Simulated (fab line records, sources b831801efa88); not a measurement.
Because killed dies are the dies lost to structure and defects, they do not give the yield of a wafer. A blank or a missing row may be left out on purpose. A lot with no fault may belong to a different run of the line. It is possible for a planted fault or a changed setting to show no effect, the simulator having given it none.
Struck lot and sound lot, side by side    flow sky130    26 out of 708 route steps
Sound: the wafers L471.1, L471.5, L471.6. The struck wafers were L464.2, L464.3, L464.6. The cause is named last.
For every step that has rows: the tool of each side, followed by ch and its chambers, followed by its first start. Under that, the readings that differ: sound wafers    struck wafers    difference of the means    sigmas: that difference in standard deviations of wafers without a fault.
alike: same words and numbers on both sides, and readings whose means sit less than 2 such deviations apart. not compared: any withheld reading, any reading some wafer has no value for, any bound like >300 that may hide the same value, and any number with overlapping values for which the record gives no deviation.
The two part at a step that has a row with sigmas, a row that says differs or no value, or rows on one side only. Numbers that have no deviation but don't overlap get no sigmas and don't part them. A reading missing from all wafers of one side parts the sides only when that side holds two or more wafers.

SKY_LDD_N_STRIP_16: strips in O2/N2.
  sound on plasma_asher-03 ch 0,1, day 24 19:26; struck on plasma_asher-04 ch 0, day 23 10:17
  alike: chamber_pressure_mTorr, drypump_motor_current_A, oes_product_au, strip_time_to_endpoint_s
  not compared: rf_hours_counter_h
SKY_LDD_N_TW_MEAS_17:
  struck on film_metro-04, day 23 10:24; sound on film_metro-04, day 24 19:32
  alike: LDD_N_TW
then, 7 steps without rows for these wafers: SKY_LDD_P_DEHYDRATE_00 (time 60 s); SKY_LDD_P_HMDS_01 (prime time 60 s); SKY_LDD_P_COAT_02 (resist thk 1140 nm); SKY_LDD_P_SOFTBAKE_03 (time 60 s); SKY_LDD_P_EXPOSE_04 (exposes mask PSDM, target cd 380 nm); SKY_LDD_P_PEB_05; SKY_LDD_P_DEVELOP_06 (develop time 60 s).
SKY_LDD_P_CD_MEAS_07: target cd 380 nm.
  struck on cd_sem-01, day 24 16:32; sound on cd_sem-01, day 26 00:59
  alike: cd_nm
SKY_LDD_P_OVL_MEAS_08:
  struck on overlay-02, day 24 16:38; sound on overlay-02, day 26 01:06
  alike: LDD_P_OVL
following that, these wafers have no rows for 1 step: SKY_LDD_P_IMPLANT_09.
SKY_LDD_P_STRIP_10: strips in O2/N2.
  sound on plasma_asher-02 ch 0,1, day 26 01:20; struck on plasma_asher-03 ch 1, day 24 16:49
  no value came back on the struck wafers for any of 5 readings (chamber_pressure_mTorr (mTorr), drypump_motor_current_A (A) and others); on the sound wafers chamber_pressure_mTorr (mTorr) reads 1501.5 1499.2 1500.1
reading                                     sound  struck          difference  sigmas
model.NOVOLAK_of_LDD_P_COAT_02.thk_nm (nm)  0 0 0  1146 1147 1150  +1148       
  not compared: rf_hours_counter_h
SKY_LDD_P_TW_MEAS_11:
  struck on film_metro-02, day 24 16:55; sound on film_metro-02, day 26 01:26
  alike: LDD_P_TW
then, 7 steps without rows for these wafers: SKY_LDD_HVN_DEHYDRATE_00 (time 60 s); SKY_LDD_HVN_HMDS_01 (prime time 60 s); SKY_LDD_HVN_COAT_02 (resist thk 300 nm); SKY_LDD_HVN_SOFTBAKE_03 (time 60 s); SKY_LDD_HVN_EXPOSE_04 (exposes mask HVNTM, target cd 700 nm); SKY_LDD_HVN_PEB_05; SKY_LDD_HVN_DEVELOP_06 (develop time 60 s).
SKY_LDD_HVN_OVL_MEAS_07:
  struck on overlay-02, day 25 22:08; sound on overlay-02, day 27 06:08
  alike: LDD_HVN_OVL
following that, these wafers have no rows for 1 step: SKY_LDD_HVN_IMPLANT_08.
SKY_LDD_HVN_STRIP_09: strips in O2/N2.
  sound on plasma_asher-01 ch 0,1, day 27 06:19; struck on plasma_asher-02 ch 1, day 25 22:19
reading                       sound              struck                difference  sigmas
oes_product_au (a.u.)         0.408 0.403 0.393  0.720 0.711 0.717     +0.315      +72
strip_time_to_endpoint_s (s)  4.133 4.139 4.130  21.847 21.855 21.923  +17.741     +99 or more
  alike: chamber_pressure_mTorr, drypump_motor_current_A
  not compared: rf_hours_counter_h
SKY_LDD_HVN_TW_MEAS_10:
  struck on film_metro-04, day 25 22:25; sound on film_metro-02, day 27 06:25
reading     sound           struck    difference  sigmas
LDD_HVN_TW  1432 1426 1424  30 30 30  -1397       -74
then, 1 step without rows for these wafers: SKY_LDD_HVP_DEHYDRATE_00 (time 60 s).

== WHERE THEY PART ==
Earliest at SKY_LDD_P_STRIP_10; latest, in this record, at SKY_LDD_HVN_TW_MEAS_10.

WHY: what had been put in by the simulator
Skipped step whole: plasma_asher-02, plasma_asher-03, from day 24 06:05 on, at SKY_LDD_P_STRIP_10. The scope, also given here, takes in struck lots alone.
